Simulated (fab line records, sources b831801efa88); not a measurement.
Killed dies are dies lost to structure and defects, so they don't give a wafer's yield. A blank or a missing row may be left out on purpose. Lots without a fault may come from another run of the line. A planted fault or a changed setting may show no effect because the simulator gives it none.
fab line records | flow sky130
record lots=12 wafers=36 last_day=50
route steps=708 shown VIA1@473 CAP2M@605 VIA4@650 PASSIVATION@683 PAD_OPEN@708
lots that met no fault: from a run of the same line without faults
start_h: hours from the record's first day to the start of the lot's first wafer shown | wait_h: hours since the lot's step before | " the same as in the row above | L1.1+2: a row that stands for several wafers | - no value, or no start given | * or withheld: withheld | < > ~ a bound
route shown NAME@n: a module of which the file shows steps, and the number in the route of the first | usual: mean/standard deviation of fault-free wafers | same: alike in all rows | chamber/n: place in a boat | sites: the reading at each site | _std_site: their standard deviation | _edge_site: outer sites' mean less inner sites' | radius_mm: how far each site lies from the wafer's centre | mask NAME#n: copy n | behind: the tool/chamber that last shaped the wafer | hold: why the lot was held/for how many hours/how that ended | device: the transistor (n, p or np) that didn't switch | end of line: the same wafers' tests at the end of the route | a step without rows: its recipe alone | killed: dies lost to structure and defects at the first sort, not the wafer's yield | map: a wafer's dies, x killed, . not, _ none there
set.NAME: the setting as run; set.NAME@STEP: as run at that earlier step | model.NAME: the simulator's own value behind a step, which no gauge read
steps of the route over a sample of lots; a table a step, a row a wafer
services: from which hour (start_h, from the record's first day; less than 0 if before it) a tool's chamber was out of use, for how many hours, and why
## steps
# step SKY_VIA1_ETCH_15
# recipe target=SiO2 chemistry=C4F8/O2/Ar target_depth_nm=351 stop_on=TiN mask_material=KrF-thick source_w=1500 bias_w=1200 pressure_mtorr=40 c4f8_flow_sccm=withheld O2_flow_sccm=6 Ar_flow_sccm=300 time_s=54
# usual oes_product_au=0.981/0.0061 rf_fwd_power_W=1488/6.8
# columns lot.wafer tool chamber start_h wait_h oes_product_au rf_fwd_power_W rf_hours_counter_h
L298.4 rie_diel-04 2 792.94 0.0 0.967 1489 3
L298.5 " 1 " " 0.986 1480 -
L298.6 " 2 " " 0.983 1486 -
L299.4 rie_diel-03 3 801.15 0.0 0.970 1484 13
L299.5 " 3 " " 0.983 1490 -
L299.6 " 2 " " 0.982 1488 -
L301.1 rie_diel-03 3 819.25 0.0 0.984 1493 14
L301.3 " 2 " " 0.983 1490 23
L301.4 " 3 " " 0.981 1497 -
L309.1 rie_diel-03 0 873.98 0.0 0.985 1493 6
L309.4 " 1 " " 0.981 1486 -
L309.5 " 0 " " 0.977 1493 -
L311.3 rie_diel-02 1 896.35 0.0 0.986 1482 7
L311.5 " 2 " " 0.976 1489 -
L311.6 " 1 " " 0.984 1477 -
L312.1 rie_diel-02 2 900.90 0.0 0.970 1487 23
L312.2 " 1 " " 0.984 1482 7
L312.5 " 2 " " 0.970 1484 -
L314.3 rie_diel-04 2 919.33 0.0 0.981 1489 7
L314.4 " 1 " " 0.994 1486 16
L314.5 " 2 " " 0.972 1491 -
L315.1 rie_diel-03 1 919.68 0.0 0.964 1500 2
L315.2 " 0 " " 0.981 1488 7
L315.4 " 3 " " 0.982 1485 16
L316.1 rie_diel-03 3 937.69 0.0 0.977 1495 16
L316.5 " 1 " " 0.983 1502 -
L316.6 " 2 " " 0.978 1486 -
L319.1 rie_diel-03 1 962.10 0.0 0.984 1488 3
L319.3 " 0 " " 0.976 1489 8
L319.6 " 1 " " 0.983 1490 -
L320.2 rie_diel-03 3 968.78 0.0 0.972 1492 17
L320.3 " 1 " " 0.980 1488 4
L320.6 " 1 " " 0.987 1493 -
L321.1 rie_diel-03 0 977.45 0.0 0.973 1489 8
L321.2 " 3 " " 0.978 1492 17
L321.4 " 1 " " 0.980 1496 4
# step SKY_CAP2M_SPUTTER_02
# recipe material=TiN target_thk_nm=200 temp_c=300 power_w=6500 time_s=166.7 chamber_pressure_pa=0.4
# usual throttle_valve_pct=29.9/0.71
# columns lot.wafer tool chamber start_h wait_h throttle_valve_pct
L298.4 pvd_sputter-01 - 932.47 0.0 30.0
L298.5 " - " " 29.9
L298.6 " - " " 29.3
L299.4 pvd_sputter-04 - 940.40 0.0 29.4
L299.5 " - " " 28.9
L299.6 " - " " 30.3
L301.1 pvd_sputter-04 - 957.51 0.1 29.9
L301.3 " - " " 29.4
L301.4 " - " " 29.4
L309.1 pvd_sputter-04 - 1009.14 0.1 30.1
L309.4 " - " " 29.3
L309.5 " - " " 29.3
L311.3 pvd_sputter-04 - 1029.52 0.0 30.2
L311.5 " - " " 29.1
L311.6 " - " " 30.0
L312.1 pvd_sputter-01 - 1033.49 0.1 29.5
L312.2 " - " " 30.9
L312.5 " - " " 29.4
L314.3 pvd_sputter-03 - 1048.35 0.0 29.9
L314.4 " - " " 31.2
L314.5 " - " " 30.4
L315.1 pvd_sputter-03 - 1050.25 0.1 31.1
L315.2 " - " " 29.8
L315.4 " - " " 30.6
L316.1 pvd_sputter-03 - 1065.85 0.1 30.4
L316.5 " - " " 31.3
L316.6 " - " " 30.7
L319.1 pvd_sputter-04 - 1086.77 0.1 30.1
L319.3 " - " " 29.5
L319.6 " - " " 29.0
L320.2 pvd_sputter-04 - 1091.91 0.0 30.5
L320.3 " - " " 29.0
L320.6 " - " " 30.6
L321.1 pvd_sputter-04 - 1099.76 0.1 30.4
L321.2 " - " " 30.1
L321.4 " - " " 28.8
# step SKY_VIA4_OVL_MEAS_11
# usual VIA4_OVL=0.3/1.3
# columns lot.wafer tool chamber start_h wait_h VIA4_OVL[nm]
L298.4 overlay-01 - 1009.51 0.1 0.3
L298.5 " - " " -1.0
L298.6 " - " " -1.7
L299.4 overlay-02 - 1016.60 0.1 -1.2
L299.5 " - " " -2.1
L299.6 " - " " -2.8
L301.1 overlay-02 - 1032.23 0.1 0.3
L301.3 " - " " 1.3
L301.4 " - " " -0.2
L309.1 overlay-02 - 1078.24 0.1 0.1
L309.4 " - " " -0.9
L309.5 " - " " -0.9
L311.3 overlay-02 - 1096.92 0.1 1.0
L311.5 " - " " 2.0
L311.6 " - " " 2.4
L312.1 overlay-02 - 1100.29 0.1 2.0
L312.2 " - " " 1.2
L312.5 " - " " 3.2
L314.3 overlay-02 - 1112.96 0.1 1.2
L314.4 " - " " 2.1
L314.5 " - " " 2.2
L315.1 overlay-01 - 1114.33 0.1 -1.4
L315.2 " - " " -0.4
L315.4 " - " " -1.2
L316.1 overlay-02 - 1128.73 0.1 -0.1
L316.5 " - " " 0.5
L316.6 " - " " -1.1
L319.1 overlay-02 - 1148.01 0.1 1.1
L319.3 " - " " -1.0
L319.6 " - " " -0.2
L320.2 overlay-02 - 1152.39 0.1 2.2
L320.3 " - " " 2.2
L320.6 " - " " 3.0
L321.1 overlay-02 - 1159.29 0.1 0.5
L321.2 " - " " 0.6
L321.4 " - " " 2.1
# step SKY_PASSIVATION_CVD_02
# recipe material=Si3N4 target_thk_nm=540 temp_c=400 time_s=withheld rf_w=450
# usual heater_power_w=707/100 rf_fwd_power_W=449.2/1.5
# columns lot.wafer tool chamber start_h wait_h heater_power_w rf_fwd_power_W
L298.4 pecvd-01 0 1035.07 0.1 696 449.9
L298.5 " 2 " " 876 449.4
L298.6 " 1 " " 655 447.0
L299.4 pecvd-02 1 1042.36 0.1 723 448.9
L299.5 " 2 " " 570 449.3
L299.6 " 0 " " 624 451.7
L301.1 pecvd-02 0 1057.41 0.1 682 450.2
L301.3 " 1 " " 766 449.5
L301.4 " 2 " " 590 451.1
L309.1 pecvd-03 2 1102.53 0.1 780 449.1
L309.4 " 1 " " 778 448.7
L309.5 " 2 " " 619 450.1
L311.3 pecvd-01 1 1119.77 0.0 774 450.8
L311.5 " 1 " " 824 449.2
L311.6 " 0 " " 725 447.2
L312.1 pecvd-03 1 1124.15 0.1 722 448.6
L312.2 " 0 " " 640 447.9
L312.5 " 0 " " 698 447.6
L314.3 pecvd-03 2 1134.95 0.0 680 449.4
L314.4 " 1 " " 803 450.2
L314.5 " 2 " " 714 449.6
L315.1 pecvd-01 1 1136.15 0.1 816 449.8
L315.2 " 0 " " 711 451.8
L315.4 " 2 " " 884 449.1
L316.1 pecvd-03 1 1150.79 0.1 762 447.9
L316.5 " 2 " " 715 447.6
L316.6 " 1 " " 775 449.0
L319.1 pecvd-01 0 1169.43 0.1 585 448.0
L319.3 " 1 " " 712 449.5
L319.6 " 0 " " 636 450.6
L320.2 pecvd-02 0 1172.96 0.0 611 451.7
L320.3 " 1 " " 794 450.0
L320.6 " 1 " " 819 448.9
L321.1 pecvd-03 2 1177.97 0.1 744 447.6
L321.2 " 0 " " 652 449.2
L321.4 " 1 " " 818 447.7
# step SKY_PAD_OPEN_PROBE_99
# usual defect_limited_yield=82.8/2 killed_at_M0_to_M3=43/6.4 killed_at_M4_up=3.1/2 killed_at_contacts=24/5.2 killed_at_front_end=15/4.3 killed_at_other=0.2/0.48 killed_dies=85/9.7 killed_open=47/6.9 killed_short=38/6.7 sort_bin_3_pad_short=0.9/0.48 sort_bin_5_function=10.3/1.6 sort_bin_6_memory=6.1/0.97 sort_n_pass=407/9.7 sort_yield_pct=82.8/2
# same gross_dies=492 killed_at_back_side=0 sort_bin_4_leakage[%]=0 sort_bin_8_speed[%]=0
# columns lot.wafer tool chamber start_h wait_h defect_limited_yield[%] killed_at_M0_to_M3 killed_at_M4_up killed_at_contacts killed_at_front_end killed_at_other killed_dies killed_open killed_short sort_bin_3_pad_short[%] sort_bin_5_function[%] sort_bin_6_memory[%] sort_n_pass sort_yield_pct[%]
L311.3 prober-01 - 1161.09 0.2 73.2 83 2 29 18 0 132 43 34 4.5 16.5 5.9 360 73.2
L311.5 prober-01 - 1161.19 0.2 82.3 42 3 24 17 1 87 43 44 0.6 10.2 6.9 405 82.3
L311.6 prober-01 - 1161.24 0.2 72.8 96 1 17 20 0 134 45 42 5.5 15.9 5.9 358 72.8
L312.1 prober-02 - 1163.83 0.1 83.9 45 4 13 16 1 79 46 33 0.6 10.2 5.3 413 83.9
L312.2 prober-02 - 1163.88 0.1 73.0 97 0 24 12 0 133 48 32 3.3 17.3 6.5 359 73.0
L312.5 prober-02 - 1164.03 0.2 81.5 47 5 15 24 0 91 53 38 1.4 10.4 6.7 401 81.5
# killed by level:class
L311.3 VIA1:unspecified=55 CONTACT:geometric_particle:open=10 LI_CONTACT:geometric_particle:open=7 CONTACT:geometric_particle:short=7 VIA1:geometric_particle:open=6 POLY_GATE:geometric_particle:short=6 POLY_GATE:geometric_particle:open=4 LI_CONTACT:geometric_particle:short=4
L311.5 VIA1:geometric_particle:open=9 LI_CONTACT:geometric_particle:open=8 FIELD_ISO:geometric_particle:short=7 VIA2:geometric_particle:open=7 CONTACT:geometric_particle:open=6 CONTACT:geometric_particle:short=6 VIA1:geometric_particle:short=6 POLY_GATE:geometric_particle:open=5
L311.6 VIA1:unspecified=47 VIA1:geometric_particle:open=10 VIA1:geometric_particle:short=7 POLY_GATE:geometric_particle:open=6 CONTACT:geometric_particle:open=6 METAL2:geometric_particle:short=6 FIELD_ISO:geometric_particle:open=5 VIA3:geometric_particle:open=5
L312.1 VIA2:geometric_particle:open=10 VIA3:geometric_particle:open=7 METAL2:geometric_particle:short=6 FIELD_ISO:geometric_particle:short=5 POLY_GATE:geometric_particle:open=5 LI_CONTACT:geometric_particle:open=4 SPACER:geometric_particle:open=4 CONTACT:geometric_particle:open=4
L312.2 VIA1:unspecified=53 VIA2:geometric_particle:open=11 VIA1:geometric_particle:open=10 CONTACT:geometric_particle:open=8 METAL1:geometric_particle:short=7 LI_CONTACT:geometric_particle:open=6 FIELD_ISO:geometric_particle:open=4 LI_CONTACT:geometric_particle:short=4
L312.5 VIA3:geometric_particle:open=10 VIA2:geometric_particle:open=10 VIA1:geometric_particle:open=8 FIELD_ISO:geometric_particle:open=6 METAL1:geometric_particle:short=6 FIELD_ISO:geometric_particle:short=5 POLY_GATE:geometric_particle:open=4 LI_CONTACT:geometric_particle:open=4
## services
# columns tool chamber start_h hours kind
rie_diel-04 1 776.88 4.3 repair
pecvd-03 0 803.27 8.1 repair
pecvd-02 - 838.06 0.8 pm
rie_diel-04 - 839.85 14.6 pm
pvd_sputter-03 - 844.64 3.2 repair
pvd_sputter-04 - 846.22 5.2 repair
pecvd-03 - 865.28 14.6 pm
rie_diel-02 0 877.67 8.5 repair
pvd_sputter-01 - 879.24 2.2 repair
pecvd-01 1 891.35 1.8 repair
pvd_sputter-04 - 905.25 12.4 repair
pecvd-03 0 938.73 19.5 repair
pvd_sputter-03 - 997.27 1.2 repair
rie_diel-03 2 1004.32 1.4 repair
rie_diel-03 0 1011.33 5.5 repair
pecvd-03 - 1012.98 2.9 repair
rie_diel-03 - 1018.14 0.6 repair
pecvd-01 - 1050.51 4.6 repair
rie_diel-03 0 1062.34 5.9 repair
pvd_sputter-04 - 1072.02 5.4 repair
pecvd-03 - 1076.38 2.5 repair
pecvd-02 - 1089.91 2.8 pm
pecvd-02 0 1104.41 2.2 repair
pecvd-02 0 1128.80 6.9 repair
## key
first_sign step=SKY_PAD_OPEN_PROBE_99 reading=killed_at_M0_to_M3 direction=up sigmas=7.7 usual=43 struck=92
effect step=SKY_PAD_OPEN_PROBE_99 reading=sort_bin_3_pad_short direction=up sigmas=7.3 usual=0.9 struck=4.4
met_at SKY_VIA1_ETCH_15
struck_lots L311,L312
struck_wafers L311.3,L311.6,L312.2
not_acting_at SKY_CAP2M_SPUTTER_02,SKY_VIA4_OVL_MEAS_11,SKY_PASSIVATION_CVD_02
fault kind=chamber_particle_source tool=rie_diel-02 chamber=1 onset_h=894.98 steps=SKY_VIA1_ETCH_15 rate_per_visit_cm2=1.4549 end_h=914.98
